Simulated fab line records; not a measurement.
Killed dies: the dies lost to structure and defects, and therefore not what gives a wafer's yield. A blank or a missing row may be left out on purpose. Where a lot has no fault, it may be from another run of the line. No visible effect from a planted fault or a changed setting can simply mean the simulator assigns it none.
Which tool is to blame? ; flow gf180mcu ; 12 lots with 36 wafers sampled at 5 steps, on a route of 602 steps

== WHAT EACH GAUGE READ, for each wafer ==
GF_V3_THK_MEAS_01.
lot;measured;on;V3_CVD_00_THK (nm)
L623;day 21 20:57;film metro-03;604 601 598
L624;day 21 22:20;film metro-01;602 582 599
L626;day 22 13:40;film metro-03;593 604 598
L627;day 22 20:52;film metro-02;600 601 614
L631;day 24 14:07;film metro-03;591 588 603
L635;day 25 21:52;film metro-01;591 593 601
L636;day 25 23:28;film metro-02;597 591 597
L638;day 26 18:17;film metro-02;596 593 591
L641;day 27 10:29;film metro-03;598 596 602
L642;day 27 17:01;film metro-03;601 604 595
L643;day 28 02:06;film metro-03;601 606 604
L644;day 28 05:09;film metro-01;595 601 597

GF_V3_CD_MEAS_14: the cd target is 260 nm.
lot;measured;on;cd nm (nm)
L623;day 22 20:44;cd sem-01;261.2 260.0 260.2
L624;day 22 22:37;cd sem-01;259.7 259.7 260.0
L626;day 23 12:44;cd sem-02;257.6 259.7 261.0
L627;day 23 19:52;cd sem-02;259.3 259.6 259.1
L631;day 25 11:42;cd sem-02;260.3 259.3 259.9
L635;day 26 18:47;cd sem-02;260.2 261.7 261.4
L636;day 26 20:34;cd sem-02;259.9 260.0 260.9
L638;day 27 14:19;cd sem-02;258.5 259.0 258.2
L641;day 28 07:30;cd sem-01;258.7 258.3 258.4
L642;day 28 14:10;cd sem-02;259.4 260.2 260.2
L643;day 28 22:26;cd sem-01;259.5 260.5 260.0
L644;day 29 01:05;cd sem-01;260.2 259.6 258.2

GF_V3_RS_MEAS_24: measures by four-point-probe.
lot;measured;on;V3_W_RS (ohm/sq)
L623;day 22 21:46;film metro-01;0.327 0.326 0.323
L624;day 22 23:39;film metro-03;0.327 0.327 0.323
L626;day 23 13:47;film metro-01;0.326 0.321 0.328
L627;day 23 20:53;film metro-03;0.323 0.319 0.321
L631;day 25 12:44;film metro-03;0.321 0.326 0.334
L635;day 26 19:49;film metro-01;0.420 0.414 0.423
L636;day 26 21:36;film metro-02;0.410 0.412 0.411
L638;day 27 15:22;film metro-03;0.413 0.411 0.408
L641;day 28 08:33;film metro-03;0.331 0.330 0.322
L642;day 28 15:14;film metro-01;0.327 0.320 0.329
L643;day 28 23:29;film metro-03;0.322 0.326 0.327
L644;day 29 02:07;film metro-03;0.326 0.324 0.334

GF_V3_THK_MEAS_25: measures by xrf.
lot;measured;on;V3_W_THK (nm)
L623;day 22 21:53;film metro-01;344 346 347
L624;day 22 23:46;film metro-03;351 353 355
L626;day 23 13:53;film metro-01;347 351 345
L627;day 23 21:01;film metro-03;356 358 359
L631;day 25 12:50;film metro-03;360 353 343
L635;day 26 19:55;film metro-01;272 276 272
L636;day 26 21:43;film metro-02;272 272 272
L638;day 27 15:29;film metro-03;277 280 282
L641;day 28 08:40;film metro-03;345 349 355
L642;day 28 15:20;film metro-01;346 355 346
L643;day 28 23:36;film metro-03;355 353 348
L644;day 29 02:14;film metro-03;354 358 345

== TOOL THAT RAN EACH LOT (tool first, then ch and the chambers of the sampled wafers, then the start) ==
lot;GF_V3_CVD_23
L623;cvd w-02 ch 0,1, day 22 21:38
L624;cvd w-01 ch 0,1, day 22 23:32
L626;cvd w-01 ch 0,1, day 23 13:39
L627;cvd w-01 ch 1, day 23 20:47
L631;cvd w-01 ch 0,1, day 25 12:37
L635;cvd w-01 ch 0,1, day 26 19:41
L636;cvd w-01 ch 0,1, day 26 21:28
L638;cvd w-01 ch 0,1, day 27 15:14
L641;cvd w-02 ch 0,1, day 28 08:26
L642;cvd w-02 ch 0,1, day 28 15:07
L643;cvd w-02 ch 0,1, day 28 23:22
L644;cvd w-02 ch 0,1, day 29 01:59
- GF_V3_CVD_23: deposits W, target thk 350 nm, time 104.9 s.

== AS READ BY THE TOOLS THEMSELVES (means over the sampled wafers that have a number; for cases with no such wafer, the mark the record gives instead) ==
GF_V3_CVD_23.
lot;tool;heater power w (W)
L623;cvd w-02;936
L624;cvd w-01;900
L626;cvd w-01;894
L627;cvd w-01;964
L631;cvd w-01;916
L635;cvd w-01;897
L636;cvd w-01;913
L638;cvd w-01;931
L641;cvd w-02;901
L642;cvd w-02;894
L643;cvd w-02;935
L644;cvd w-02;932

== THE ANSWER, worked out from the rows above alone ==
Rule: usual is defined by the lots themselves. Put in order of their means at a reading, lots are off if they are a third of the lots or fewer, leave a main group of 4 or more, and stand apart from it by a gap of 3 or more times the standard deviation of the main group's means; of several such gaps the widest counts. Not used: any main group whose means are identical at the precision the tables above print for the reading. Also off: a lot with no number at a reading for which 4 or more lots have one. Any other lot the step has rows for is counted as sound. The gauges are gone through in route order, then the tools' own readings, and for those a lot's mean is taken as printed above. At the first step where some lot is off, the reading lying furthest off is the one used; lots without a number count as furthest.
Off: L635, L636, L638, seen at GF_V3_RS_MEAS_24 (V3_W_RS). Mean 0.326 ohm/sq and standard deviation 0.0019 in the main group.
A tool fits if, at a process step before that reading, it ran every lot that is off, and no sound lot after the first of them. Gauges at GF_V3_RS_MEAS_24: tried the same way as those tools. One fits: cvd w-01 at GF_V3_CVD_23. A fault onset in the window from L631 (day 25 12:37, its last sound lot) to L635 (day 26 19:41, its first lot off) fits.

== WHAT THE SIMULATOR HAD INSERTED ==
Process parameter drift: cvd w-01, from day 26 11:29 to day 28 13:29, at GF_V3_CVD_23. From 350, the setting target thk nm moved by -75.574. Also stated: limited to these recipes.
Struck lots among those shown: L635, L636, L638. This agrees with what the rule above found.
